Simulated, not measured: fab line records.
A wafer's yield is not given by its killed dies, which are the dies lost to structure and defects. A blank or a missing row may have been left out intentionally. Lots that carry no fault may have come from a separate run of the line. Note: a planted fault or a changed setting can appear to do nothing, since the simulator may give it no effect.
A lot that was struck, set against a sound lot -- flow sky130 -- 19 steps out of a route of 708
Sound: wafers L234.1, L234.2, L234.6. Wafers L245.2, L245.5, L245.6 were the ones struck. Last of all comes the cause.
Per side, at each step with rows, come the tool, then ch with its chambers, and then its first start. Under that, the readings that differ: sound wafers -- struck wafers -- difference of the means -- sigmas: that difference in standard deviations of wafers without a fault.
alike: a reading whose means differ by less than 2 such deviations, as well as words and numbers matching on both sides. not compared: withheld readings; readings where some wafer has no value; bounds like >300 that might hide an equal value; numbers whose values overlap and for which the record gives no deviation.
A row with sigmas, a row that says differs or no value, or rows on one side alone: a step with any of these is where the two part. Numbers that have no deviation but don't overlap get no sigmas and don't part them. A reading missing from all wafers of one side parts the sides only when that side holds two or more wafers.

first, 2 steps without rows for these wafers: SKY_VT_ADJUST_LVTN_PEB_16; SKY_VT_ADJUST_LVTN_DEVELOP_17 (develop time 60 s).
SKY_VT_ADJUST_LVTN_OVL_MEAS_18:
  sound on overlay-01 at day 10 14:40; struck on overlay-02 at day 12 21:38
  alike: VT_ADJUST_LVTN_01_OVL
after that, 1 step had no rows for these wafers: SKY_VT_ADJUST_LVTN_IMPLANT_19.
SKY_VT_ADJUST_LVTN_STRIP_20: strips in O2/N2.
  sound on plasma-asher-04 ch 0,1, day 10 14:52; struck on plasma-asher-03 ch 0,1, day 12 21:49
  alike: drypump-motor-current-A, oes-product-au, strip-time-to-endpoint-s
  not compared: rf-hours-counter-h
SKY_VT_ADJUST_LVTN_TW_MEAS_21:
  sound on film-metro-02 at day 10 14:58; struck on film-metro-03 at day 12 21:55
reading,sound,struck,difference,sigmas
VT_ADJUST_LVTN_2_TW,189.4 189.1 189.0,186.9 186.3 185.8,-2.8,-2
then, 6 steps without rows for these wafers: SKY_VT_ADJUST_NCORE_DEHYDRATE_00 (time 60 s); SKY_VT_ADJUST_NCORE_HMDS_01 (prime time 60 s); SKY_VT_ADJUST_NCORE_COAT_02 (resist thk 1140 nm); SKY_VT_ADJUST_NCORE_SOFTBAKE_03 (time 60 s); SKY_VT_ADJUST_NCORE_EXPOSE_04 (exposes mask LVTN COMPLEMENT THIN, target cd 380 nm); SKY_VT_ADJUST_NCORE_PEB_05.
SKY_VT_ADJUST_NCORE_DEVELOP_06: develop time 60 s.
  sound on litho-track-04 ch 0, day 11 13:17; struck on litho-track-04 ch 0, day 13 23:37
SKY_VT_ADJUST_NCORE_OVL_MEAS_08:
  sound on overlay-01 at day 11 13:33; struck on overlay-01 at day 13 23:52
  alike: VT_ADJUST_NCORE_OVL
after that, 1 step had no rows for these wafers: SKY_VT_ADJUST_NCORE_IMPLANT_09.
SKY_VT_ADJUST_NCORE_STRIP_10: strips in O2/N2.
  sound on plasma-asher-04 ch 0,1, day 11 13:44; struck on plasma-asher-01 ch 0,1, day 14 00:02
  alike: drypump-motor-current-A, oes-product-au, strip-time-to-endpoint-s
  not compared: rf-hours-counter-h
SKY_VT_ADJUST_NCORE_TW_MEAS_11:
  sound on film-metro-04 at day 11 13:50; struck on film-metro-04 at day 14 00:09
reading,sound,struck,difference,sigmas
VT_ADJUST_NCORE_TW,219.9 222.1 220.2,30.4 30.3 30.5,-190.3,-99 or more
then, 1 step without rows for these wafers: SKY_VT_ADJUST_HVTR_DEHYDRATE_00 (time 60 s).
-- record jumps: 36 days separate the struck wafers' starts on either side; left off in module VT_ADJUST_HVTR, taken up again in module PAD_OPEN, whose first shown step is the route's number 708 --
SKY_PAD_OPEN_PROBE_99:
  sound on prober-02 at day 48 07:27; struck on prober-01 at day 50 02:34
reading,sound,struck,difference,sigmas
killed-at-front-end,18 16 10,424 402 416,+399,+99 or more
killed-dies,94 80 67,492 492 492,+412,+45
killed-on-rim,23 17 17,96 96 96,+77,+19
model.etest.pfet_16v.r-on-ohm-um,1.525e+04 1.488e+04 1.555e+04,1.812e+04 1.817e+04 1.787e+04,+2.827e+03,
model.etest.nfet_16v.r-on-ohm-um,1.386e+04 1.385e+04 1.393e+04,1.084e+04 1.083e+04 1.072e+04,-3.083e+03,
model.etest.pfet-g5v0d10v5.r-on-ohm-um,4524 4583 4513,5933 5881 5838,+1344,
model.etest.tip-p.rs-ohm-sq,6782 6794 6796,7532 7452 7555,+722,
model.etest.pfet_01v8.r-on-ohm-um,2792 2816 2820,3354 3280 3335,+514,
model.etest.res-pwell-under-gate.rs-ohm-sq,2271 2275 2278,2579 2576 2584,+305,
model.etest.nfet-g5v0d10v5.r-on-ohm-um,1791 1803 1824,1561 1545 1549,-254,
model.etest.tip_p_5v.rs-ohm-sq,2828 2810 2827,3078 3081 3079,+258,
  alike: killed_at_M0_to_M3, killed_at_M4_up, killed-at-contacts, killed-at-other, killed-open, killed-short

== WHERE THEY PART ==
Last at SKY_PAD_OPEN_PROBE_99 as far as this record goes, first at SKY_VT_ADJUST_LVTN_TW_MEAS_21.

WHY: the cause the simulator had injected
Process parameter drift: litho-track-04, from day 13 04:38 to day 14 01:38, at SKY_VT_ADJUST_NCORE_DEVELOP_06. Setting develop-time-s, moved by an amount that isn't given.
